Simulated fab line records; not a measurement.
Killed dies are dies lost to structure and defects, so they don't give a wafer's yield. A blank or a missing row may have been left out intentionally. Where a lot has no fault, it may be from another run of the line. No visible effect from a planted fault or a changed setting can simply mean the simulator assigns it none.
fab line records	flow sky130	part 1 of 2: steps 1 to 32 of 45
record: lots: 5	wafers: 15	last_day: 48
route steps=708 shown VT_ADJUST_HVTR@137 VT_ADJUST_PCH@143 SONOS_TUNNEL@154 SONOS_ONO@168
lots untouched by any fault: they come from a run of this same line in which no faults occurred
start_h: the number of hours between the record's first day and the start of the first shown wafer of the lot	wait_h: how many hours have passed since the lot's step before this one	" unchanged from the row above	L1.1+2: several wafers, shown together as one row	- value missing, or start not given	* or withheld: withheld	< > ~ a bound
route shown NAME@n: a module of which the file shows steps, and the number in the route of the first	usual: mean and standard deviation over wafers with no fault	same: alike in all rows	chamber/n: place in a boat	sites: the reading at each site	_std_site: the values' standard deviation	_edge_site: outer sites' mean less inner sites'	radius_mm: how far each site lies from the wafer's centre	mask NAME#n: copy n	behind: the tool/chamber that last shaped the wafer	hold: reason for holding the lot/hours on hold/outcome of the hold	device: which transistor (n, p or np) failed to switch	end of line: the tests these same wafers got at the end of their route	where a step has no rows: the recipe by itself	killed: count of dies lost to structure and defects at first sort (not the wafer's yield)	map: the dies of a wafer, with x for killed, . for not killed, _ for no die there
set.NAME: the setting the step ran with; set.NAME@STEP: the setting that earlier step ran with	model.NAME: the simulator's own value behind a step, which no gauge read
lots at selected steps of the route; one table per step, one row per wafer
services: a tool's chamber out of use, with start hour (start_h, from the record's first day; less than 0 if before it), hours out, and reason
== steps ==
step: SKY_VT_ADJUST_HVTR_DEVELOP_06
recipe: develop_time_s: 60	dev_temp_c: 23
lot.wafer	tool	chamber	start_h	wait_h
L075.1+4+5	litho_track-04	0	206.24	0.1
L076.3+4+5	litho_track-02	0	225.02	0.1
L077.1+5+6	litho_track-02	0	243.92	0.1
L079.1+4+6	litho_track-04	0	254.19	0.1
L089.1+4+6	litho_track-04	0	312.59	0.1
step: SKY_VT_ADJUST_HVTR_CD_MEAS_07
recipe: target_cd_nm: 380
usual: cd_nm: 380.0/2.6
lot.wafer	tool	chamber	start_h	wait_h	cd_nm
L075.1	cd_sem-02	-	206.39	0.1	376.0
L075.4	"	-	"	"	376.3
L075.5	"	-	"	"	378.0
L076.3	cd_sem-01	-	225.16	0.1	380.4
L076.4	"	-	"	"	380.0
L076.5	"	-	"	"	381.6
L077.1	cd_sem-02	-	244.07	0.1	381.2
L077.5	"	-	"	"	380.7
L077.6	"	-	"	"	380.4
L079.1	cd_sem-01	-	254.34	0.1	378.4
L079.4	"	-	"	"	380.7
L079.6	"	-	"	"	379.0
L089.1	cd_sem-02	-	312.74	0.1	376.8
L089.4	"	-	"	"	379.7
L089.6	"	-	"	"	379.4
step: SKY_VT_ADJUST_HVTR_OVL_MEAS_08
usual: VT_ADJUST_HVTR_OVL: 0.6/1.6
lot.wafer	tool	chamber	start_h	wait_h	VT_ADJUST_HVTR_OVL[nm]
L075.1	overlay-01	-	206.51	0.1	1.3
L075.4	"	-	"	"	0.6
L075.5	"	-	"	"	0.0
L076.3	overlay-02	-	225.25	0.1	0.2
L076.4	"	-	"	"	0.3
L076.5	"	-	"	"	2.1
L077.1	overlay-01	-	244.19	0.1	-0.1
L077.5	"	-	"	"	0.4
L077.6	"	-	"	"	1.3
L079.1	overlay-01	-	254.47	0.1	0.2
L079.4	"	-	"	"	1.1
L079.6	"	-	"	"	1.6
L089.1	overlay-01	-	312.86	0.1	-0.7
L089.4	"	-	"	"	-1.7
L089.6	"	-	"	"	-1.9
step: SKY_VT_ADJUST_HVTR_IMPLANT_09
recipe: species: B	energy_kev: 10	dose_cm2: 2.1e+12	tilt_deg: withheld
lot.wafer	tool	chamber	start_h	wait_h
L075.1+4+5	implanter-02	0	206.55	0.0
L076.3+4+5	implanter-01	0	225.32	0.1
L077.1+5+6	implanter-01	0	244.22	0.0
L079.1+4+6	implanter-02	0	254.51	0.0
L089.1+4+6	implanter-01	0	312.90	0.0
step: SKY_VT_ADJUST_HVTR_STRIP_10
recipe: chemistry: O2/N2	power_w: 1400	pressure_mtorr: 1500	platen_temp_c: withheld	o2_flow_sccm: 3000	n2_flow_sccm: 300	overash_fraction: 0.5
usual: drypump_motor_current_A: 5.6/0.32	oes_product_au: 0.715/0.0047	strip_time_to_endpoint_s: 14.17/0.039
lot.wafer	tool	chamber	start_h	wait_h	drypump_motor_current_A	oes_product_au	rf_hours_counter_h	strip_time_to_endpoint_s
L075.1	plasma_asher-03	1	206.70	0.1	5.3	0.718	51	14.15
L075.4	"	0	"	"	5.2	0.715	-	14.16
L075.5	"	0	"	"	5.3	0.719	-	14.20
L076.3	plasma_asher-02	1	225.45	0.1	5.7	0.712	-	14.18
L076.4	"	0	"	"	6.0	0.716	-	14.15
L076.5	"	1	"	"	5.8	0.719	-	14.18
L077.1	plasma_asher-03	1	244.37	0.1	5.3	0.716	55	14.14
L077.5	"	0	"	"	5.2	0.715	-	14.15
L077.6	"	1	"	"	5.3	0.717	-	14.13
L079.1	plasma_asher-03	1	254.66	0.1	5.3	0.723	56	14.21
L079.4	"	1	"	"	5.3	0.718	-	14.23
L079.6	"	0	"	"	5.2	0.717	-	14.21
L089.1	plasma_asher-02	1	313.05	0.1	5.7	0.715	20	14.16
L089.4	"	1	"	"	5.7	0.723	-	14.19
L089.6	"	0	"	"	6.0	0.719	-	14.17
step: SKY_VT_ADJUST_HVTR_TW_MEAS_11
usual: VT_ADJUST_HVTR_TW: 213.3/2.3
lot.wafer	tool	chamber	start_h	wait_h	VT_ADJUST_HVTR_TW
L075.1	film_metro-03	-	206.80	0.1	212.9
L075.4	"	-	"	"	213.5
L075.5	"	-	"	"	212.3
L076.3	film_metro-01	-	225.54	0.1	217.8
L076.4	"	-	"	"	216.3
L076.5	"	-	"	"	218.1
L077.1	film_metro-03	-	244.47	0.1	212.3
L077.5	"	-	"	"	211.6
L077.6	"	-	"	"	211.5
L079.1	film_metro-02	-	254.76	0.1	211.4
L079.4	"	-	"	"	212.2
L079.6	"	-	"	"	211.4
L089.1	film_metro-02	-	313.15	0.1	212.9
L089.4	"	-	"	"	212.4
L089.6	"	-	"	"	210.8
step: SKY_VT_ADJUST_PCH_DEHYDRATE_00
recipe: temp_c: 200	time_s: 60
lot.wafer	tool	chamber	start_h	wait_h
L075.1+4+5	litho_track-02	0	217.22	10.4
L076.3+4+5	litho_track-03	0	236.36	10.8
L077.1+5+6	litho_track-02	0	255.51	11.0
L079.1+4+6	litho_track-02	0	265.61	10.8
L089.1+4+6	litho_track-01	0	325.34	12.2
step: SKY_VT_ADJUST_PCH_HMDS_01
recipe: prime_time_s: 60	prime_temp_c: 120
usual: prime_temp_c: 119.99/0.13
lot.wafer	tool	chamber	start_h	wait_h	prime_temp_c
L075.1	litho_track-02	0	217.37	0.1	120.30
L075.4	"	0	"	"	120.26
L075.5	"	0	"	"	120.19
L076.3	litho_track-03	0	236.51	0.1	120.15
L076.4	"	0	"	"	120.03
L076.5	"	0	"	"	119.92
L077.1	litho_track-02	0	255.66	0.1	120.01
L077.5	"	0	"	"	120.07
L077.6	"	0	"	"	119.83
L079.1	litho_track-02	0	265.76	0.1	120.02
L079.4	"	0	"	"	119.97
L079.6	"	0	"	"	120.20
L089.1	litho_track-01	0	325.49	0.1	119.69
L089.4	"	0	"	"	120.00
L089.6	"	0	"	"	119.68
step: SKY_VT_ADJUST_PCH_COAT_02
recipe: spin_rpm: 2000	resist_thk_nm: 3000
lot.wafer	tool	chamber	start_h	wait_h
L075.1+4+5	litho_track-02	0	217.52	0.1
L076.3+4+5	litho_track-03	0	236.66	0.1
L077.1+5+6	litho_track-02	0	255.81	0.1
L079.1+4+6	litho_track-02	0	265.91	0.1
L089.1+4+6	litho_track-01	0	325.64	0.1
step: SKY_VT_ADJUST_PCH_SOFTBAKE_03
recipe: temp_c: 110	time_s: withheld
lot.wafer	tool	chamber	start_h	wait_h
L075.1+4+5	litho_track-02	0	217.67	0.1
L076.3+4+5	litho_track-03	0	236.83	0.1
L077.1+5+6	litho_track-02	0	255.96	0.1
L079.1+4+6	litho_track-02	0	266.06	0.1
L089.1+4+6	litho_track-01	0	325.79	0.1
step: SKY_VT_ADJUST_PCH_EXPOSE_04
recipe: mask_id: NWM	na: 0.6	source_shape: conventional	sigma_outer: 0.6	polarization: unpolarized	target_cd_nm: 840	dose_mj: 255
lot.wafer	tool	chamber	start_h	wait_h	mask
L075.1+4+5	iline_stepper-02	0	-	-	NWM#0
L076.3+4+5	iline_stepper-02	0	-	-	NWM#0
L077.1+5+6	iline_stepper-02	0	-	-	NWM#0
L079.1+4+6	iline_stepper-01	0	-	-	NWM#0
L089.1+4+6	iline_stepper-01	0	-	-	NWM#0
step: SKY_VT_ADJUST_PCH_PEB_05
recipe: temp_c: 115	time_s: withheld
lot.wafer	tool	chamber	start_h	wait_h
L075.1+4+5	litho_track-01	0	-	-
L076.3+4+5	litho_track-03	0	-	-
L077.1+5+6	litho_track-02	0	-	-
L079.1+4+6	litho_track-02	0	-	-
L089.1+4+6	litho_track-01	0	-	-
step: SKY_VT_ADJUST_PCH_DEVELOP_06
recipe: wall_angle_deg: 90	developer: TMAH	develop_time_s: 60	dev_temp_c: 23
lot.wafer	tool	chamber	start_h	wait_h
L075.1+4+5	litho_track-01	0	-	-
L076.3+4+5	litho_track-03	0	-	-
L077.1+5+6	litho_track-02	0	-	-
L079.1+4+6	litho_track-02	0	-	-
L089.1+4+6	litho_track-01	0	-	-
step: SKY_VT_ADJUST_PCH_OVL_MEAS_07
usual: VT_ADJUST_PCH_OVL: 0.0/1.7
lot.wafer	tool	chamber	start_h	wait_h	VT_ADJUST_PCH_OVL[nm]
L075.1	overlay-02	-	229.19	-	-0.5
L075.4	"	-	"	"	0.6
L075.5	"	-	"	"	0.6
L076.3	overlay-02	-	248.63	-	3.2
L076.4	"	-	"	"	2.7
L076.5	"	-	"	"	1.6
L077.1	overlay-02	-	267.91	-	2.3
L077.5	"	-	"	"	2.0
L077.6	"	-	"	"	0.6
L079.1	overlay-02	-	278.51	-	-2.0
L079.4	"	-	"	"	-0.6
L079.6	"	-	"	"	-1.9
L089.1	overlay-02	-	338.94	-	1.0
L089.4	"	-	"	"	2.5
L089.6	"	-	"	"	1.2
step: SKY_VT_ADJUST_PCH_IMPLANT_08
recipe: species: B	energy_kev: 10	dose_cm2: 5e+11	tilt_deg: withheld
lot.wafer	tool	chamber	start_h	wait_h
L075.1+4+5	implanter-01	0	229.23	0.0
L076.3+4+5	implanter-03	0	248.70	0.1
L077.1+5+6	implanter-04	0	267.95	0.0
L079.1+4+6	implanter-01	0	278.55	0.0
L089.1+4+6	implanter-04	0	338.98	0.0
step: SKY_VT_ADJUST_PCH_STRIP_09
recipe: chemistry: O2/N2	power_w: 1400	pressure_mtorr: 1500	platen_temp_c: withheld	o2_flow_sccm: 3000	n2_flow_sccm: 300	overash_fraction: 0.5
usual: drypump_motor_current_A: 5.8/0.41	oes_product_au: 0.723/0.0049	strip_time_to_endpoint_s: 36.91/0.12
lot.wafer	tool	chamber	start_h	wait_h	drypump_motor_current_A	oes_product_au	rf_hours_counter_h	strip_time_to_endpoint_s
L075.1	plasma_asher-04	1	229.38	0.1	5.9	0.727	53	37.08
L075.4	"	1	"	"	5.9	0.729	-	37.05
L075.5	"	1	"	"	5.9	0.724	-	36.98
L076.3	plasma_asher-04	1	248.83	0.1	5.9	0.726	-	36.80
L076.4	"	0	"	"	5.2	0.725	-	36.77
L076.5	"	1	"	"	5.9	0.713	-	36.80
L077.1	plasma_asher-04	0	268.10	0.1	5.2	0.723	57	36.93
L077.5	"	0	"	"	5.2	0.714	-	36.91
L077.6	"	1	"	"	5.9	0.722	-	36.96
L079.1	plasma_asher-01	0	278.70	0.1	5.8	0.721	46	36.92
L079.4	"	0	"	"	5.8	0.725	-	36.91
L079.6	"	0	"	"	5.8	0.726	-	36.99
L089.1	plasma_asher-04	1	339.13	0.1	5.9	0.724	64	37.01
L089.4	"	1	"	"	5.9	0.729	-	36.94
L089.6	"	0	"	"	5.2	0.719	-	37.04
step: SKY_VT_ADJUST_PCH_TW_MEAS_10
usual: VT_ADJUST_PCH_TW: 145.4/1.4
lot.wafer	tool	chamber	start_h	wait_h	VT_ADJUST_PCH_TW
L075.1	film_metro-01	-	229.48	0.1	146.7
L075.4	"	-	"	"	146.7
L075.5	"	-	"	"	147.4
L076.3	film_metro-01	-	248.92	0.1	146.4
L076.4	"	-	"	"	147.3
L076.5	"	-	"	"	146.9
L077.1	film_metro-01	-	268.20	0.1	146.9
L077.5	"	-	"	"	146.0
L077.6	"	-	"	"	146.3
L079.1	film_metro-01	-	278.80	0.1	146.4
L079.4	"	-	"	"	146.2
L079.6	"	-	"	"	146.0
L089.1	film_metro-01	-	339.23	0.1	146.6
L089.4	"	-	"	"	146.7
L089.6	"	-	"	"	146.6
step: SKY_SONOS_TUNNEL_DEHYDRATE_00
recipe: temp_c: 200	time_s: 60
lot.wafer	tool	chamber	start_h	wait_h
L075.1+4+5	litho_track-01	0	240.04	10.6
L076.3+4+5	litho_track-03	0	259.41	10.5
L077.1+5+6	litho_track-01	0	280.44	12.2
L079.1+4+6	litho_track-03	0	289.76	11.0
L089.1+4+6	litho_track-03	0	351.96	12.7
step: SKY_SONOS_TUNNEL_HMDS_01
recipe: prime_time_s: 60	prime_temp_c: 120
usual: prime_temp_c: 120.02/0.15
lot.wafer	tool	chamber	start_h	wait_h	prime_temp_c
L075.1	litho_track-01	0	240.19	0.1	119.77
L075.4	"	0	"	"	120.13
L075.5	"	0	"	"	119.85
L076.3	litho_track-03	0	259.56	0.1	120.01
L076.4	"	0	"	"	119.99
L076.5	"	0	"	"	120.09
L077.1	litho_track-01	0	280.59	0.1	119.97
L077.5	"	0	"	"	119.86
L077.6	"	0	"	"	119.81
L079.1	litho_track-03	0	289.91	0.1	120.36
L079.4	"	0	"	"	120.15
L079.6	"	0	"	"	120.11
L089.1	litho_track-03	0	352.11	0.1	120.08
L089.4	"	0	"	"	120.21
L089.6	"	0	"	"	120.20
step: SKY_SONOS_TUNNEL_COAT_02
recipe: resist: NOVOLAK	spin_rpm: 3000	resist_thk_nm: 1140
lot.wafer	tool	chamber	start_h	wait_h
L075.1+4+5	litho_track-01	0	240.34	0.1
L076.3+4+5	litho_track-03	0	259.71	0.1
L077.1+5+6	litho_track-01	0	280.74	0.1
L079.1+4+6	litho_track-03	0	290.06	0.1
L089.1+4+6	litho_track-03	0	352.26	0.1
step: SKY_SONOS_TUNNEL_SOFTBAKE_03
recipe: temp_c: 90	time_s: 60	resist: NOVOLAK
lot.wafer	tool	chamber	start_h	wait_h
L075.1+4+5	litho_track-01	0	240.49	0.1
L076.3+4+5	litho_track-03	0	259.86	0.1
L077.1+5+6	litho_track-01	0	280.89	0.1
L079.1+4+6	litho_track-03	0	290.21	0.1
L089.1+4+6	litho_track-03	0	352.41	0.1
step: SKY_SONOS_TUNNEL_EXPOSE_04
recipe: mask_id: TUNM	na: 0.6	source_shape: conventional	sigma_outer: 0.6	polarization: unpolarized	target_cd_nm: 410	dose_mj: 136
lot.wafer	tool	chamber	start_h	wait_h	mask
L075.1+4+5	iline_stepper-01	0	-	-	TUNM#0
L076.3+4+5	iline_stepper-02	0	-	-	TUNM#0
L077.1+5+6	iline_stepper-01	0	-	-	TUNM#0
L079.1+4+6	iline_stepper-02	0	-	-	TUNM#0
L089.1+4+6	iline_stepper-01	0	-	-	TUNM#0
step: SKY_SONOS_TUNNEL_PEB_05
recipe: temp_c: withheld	time_s: *	resist: NOVOLAK
lot.wafer	tool	chamber	start_h	wait_h
L075.1+4+5	litho_track-04	0	-	-
L076.3+4+5	litho_track-03	0	-	-
L077.1+5+6	litho_track-03	0	-	-
L079.1+4+6	litho_track-01	0	-	-
L089.1+4+6	litho_track-03	0	-	-
step: SKY_SONOS_TUNNEL_DEVELOP_06
recipe: resist: NOVOLAK	developer: TMAH	develop_time_s: 60	dev_temp_c: 23
lot.wafer	tool	chamber	start_h	wait_h
L075.1+4+5	litho_track-04	0	251.74	0.1
L076.3+4+5	litho_track-03	0	272.26	0.1
L077.1+5+6	litho_track-03	0	292.76	0.1
L079.1+4+6	litho_track-01	0	303.19	0.1
L089.1+4+6	litho_track-03	0	366.11	0.1
step: SKY_SONOS_TUNNEL_CD_MEAS_07
recipe: target_cd_nm: 410
usual: cd_nm: 410.3/2
lot.wafer	tool	chamber	start_h	wait_h	cd_nm
L075.1	cd_sem-02	-	251.89	0.1	411.2
L075.4	"	-	"	"	412.6
L075.5	"	-	"	"	412.1
L076.3	cd_sem-02	-	272.40	0.1	413.2
L076.4	"	-	"	"	414.7
L076.5	"	-	"	"	413.3
L077.1	cd_sem-02	-	292.91	0.1	409.6
L077.5	"	-	"	"	412.4
L077.6	"	-	"	"	412.4
L079.1	cd_sem-01	-	303.34	0.1	413.2
L079.4	"	-	"	"	412.5
L079.6	"	-	"	"	413.1
L089.1	cd_sem-01	-	366.26	0.1	410.6
L089.4	"	-	"	"	409.0
L089.6	"	-	"	"	410.2
step: SKY_SONOS_TUNNEL_OVL_MEAS_08
usual: SONOS_TUNNEL_OVL: 0.2/1.4
lot.wafer	tool	chamber	start_h	wait_h	SONOS_TUNNEL_OVL[nm]
L075.1	overlay-02	-	252.01	0.1	0.2
L075.4	"	-	"	"	-1.1
L075.5	"	-	"	"	-0.3
L076.3	overlay-01	-	272.50	0.1	0.6
L076.4	"	-	"	"	1.4
L076.5	"	-	"	"	2.0
L077.1	overlay-02	-	293.03	0.1	0.2
L077.5	"	-	"	"	-0.9
L077.6	"	-	"	"	0.4
L079.1	overlay-02	-	303.46	0.1	0.1
L079.4	"	-	"	"	1.1
L079.6	"	-	"	"	0.7
L089.1	overlay-02	-	366.38	0.1	-2.0
L089.4	"	-	"	"	-1.1
L089.6	"	-	"	"	-0.7
step: SKY_SONOS_TUNNEL_IMPLANT_09
recipe: species: B	energy_kev: 20	dose_cm2: 1e+12	tilt_deg: withheld
lot.wafer	tool	chamber	start_h	wait_h
L075.1+4+5	implanter-03	0	252.05	0.0
L076.3+4+5	implanter-04	0	272.57	0.1
L077.1+5+6	implanter-03	0	293.07	0.0
L079.1+4+6	implanter-04	0	303.50	0.0
L089.1+4+6	implanter-03	0	366.42	0.0
step: SKY_SONOS_TUNNEL_WET_ETCH_10
recipe: chemistry: dHF	target_depth_nm: 14	target: SiO2	dilution: 100:1	temp_c: 25	time_s: 280
usual: bath_heat_duty_pct: 6.2/0.85	temp_c: 25.01/0.094
lot.wafer	tool	chamber	start_h	wait_h	bath_heat_duty_pct	temp_c
L075.1	wet_bench-03	1	252.20	0.1	5.8	25.08
L075.4	"	1	"	"	4.8	25.05
L075.5	"	1	"	"	6.4	24.81
L076.3	wet_bench-02	1	272.67	0.1	5.3	25.05
L076.4	"	1	"	"	4.8	25.05
L076.5	"	1	"	"	5.1	25.01
L077.1	wet_bench-03	3	293.22	0.1	5.3	24.89
L077.5	"	3	"	"	5.9	25.02
L077.6	"	3	"	"	6.8	24.93
L079.1	wet_bench-02	2	303.65	0.1	5.2	25.07
L079.4	"	2	"	"	6.5	25.14
L079.6	"	2	"	"	5.9	24.94
L089.1	wet_bench-03	3	366.57	0.1	5.5	25.13
L089.4	"	3	"	"	5.7	25.06
L089.6	"	3	"	"	6.1	25.04
step: SKY_SONOS_TUNNEL_STRIP_11
recipe: chemistry: SPM	time_s: 600	temp_c: 130
usual: bath_heat_duty_pct: 14.4/1.7	temp_c: 129.98/0.15
lot.wafer	tool	chamber	start_h	wait_h	bath_heat_duty_pct	temp_c
L075.1	wet_bench-02	0	252.29	0.0	14.2	129.90
L075.4	"	0	"	"	14.3	129.81
L075.5	"	0	"	"	14.3	129.97
L076.3	wet_bench-04	1	272.76	0.0	17.7	130.06
L076.4	"	1	"	"	17.5	129.89
L076.5	"	1	"	"	17.3	130.14
L077.1	wet_bench-04	3	293.31	0.0	15.0	129.85
L077.5	"	3	"	"	14.5	130.14
L077.6	"	3	"	"	14.8	130.06
L079.1	wet_bench-04	2	303.74	0.0	16.6	129.94
L079.4	"	2	"	"	16.5	129.74
L079.6	"	2	"	"	16.3	129.78
L089.1	wet_bench-04	1	366.66	0.0	16.1	129.74
L089.4	"	1	"	"	16.9	129.84
L089.6	"	1	"	"	18.0	130.13
step: SKY_SONOS_TUNNEL_TW_MEAS_12
usual: SONOS_TUNNEL_TW: 198.3/1.1
lot.wafer	tool	chamber	start_h	wait_h	SONOS_TUNNEL_TW
L075.1	film_metro-03	-	252.46	0.0	198.4
L075.4	"	-	"	"	197.6
L075.5	"	-	"	"	198.6
L076.3	film_metro-03	-	272.95	0.0	197.8
L076.4	"	-	"	"	196.2
L076.5	"	-	"	"	197.8
L077.1	film_metro-03	-	293.50	0.0	196.5
L077.5	"	-	"	"	198.1
L077.6	"	-	"	"	198.0
L079.1	film_metro-02	-	303.93	0.0	199.2
L079.4	"	-	"	"	198.9
L079.6	"	-	"	"	198.7
L089.1	film_metro-02	-	366.85	0.0	199.3
L089.4	"	-	"	"	199.4
L089.6	"	-	"	"	200.2
step: SKY_SONOS_TUNNEL_CLEAN_13
recipe: chemistry: dHF	time_s: 20	dilution: 100:1	dry: ipa_marangoni
lot.wafer	tool	chamber	start_h	wait_h
L075.1+4+5	wet_bench-03	0	252.52	0.1
L076.3+4+5	wet_bench-03	1	272.99	0.0
L077.1+5+6	wet_bench-02	1	293.56	0.1
L079.1+4+6	wet_bench-03	2	303.99	0.1
L089.1+4+6	wet_bench-03	0	366.91	0.1
step: SKY_SONOS_ONO_OXIDATION_00
recipe: temp_c: 800	ambient: O2	idle_temp_c: 700	ramp_up_c_per_min: 10	ramp_down_c_per_min: 3	stabilise_s: 600	purge_s: 300	target_thk_a: 26	ox_time_s: 1249
usual: ox_temp_c: 800.0/0.34	spike_tc_lower_C: 800.6/0.98
lot.wafer	tool	chamber	start_h	wait_h	ox_temp_c	spike_tc_lower_C
L075.1	furnace-02	0	254.34	1.8	800.0	800.2
L075.4	"	0	"	"	799.7	799.9
L075.5	"	0	"	"	799.3	802.3
L076.3	furnace-01	0	273.16	0.2	800.0	800.4
L076.4	"	0	"	"	800.4	800.5
L076.5	"	0	"	"	800.2	802.7
L077.1	furnace-02	0	294.38	0.8	800.4	800.4
L077.5	"	0	"	"	800.4	800.0
L077.6	"	0	"	"	800.8	801.2
L079.1	furnace-02	0	307.96	4.0	800.1	801.1
L079.4	"	0	"	"	800.0	800.7
L079.6	"	0	"	"	799.7	801.1
L089.1	furnace-02	0	366.92	0.0	800.0	800.9
L089.4	"	0	"	"	799.3	800.4
L089.6	"	0	"	"	800.4	800.1
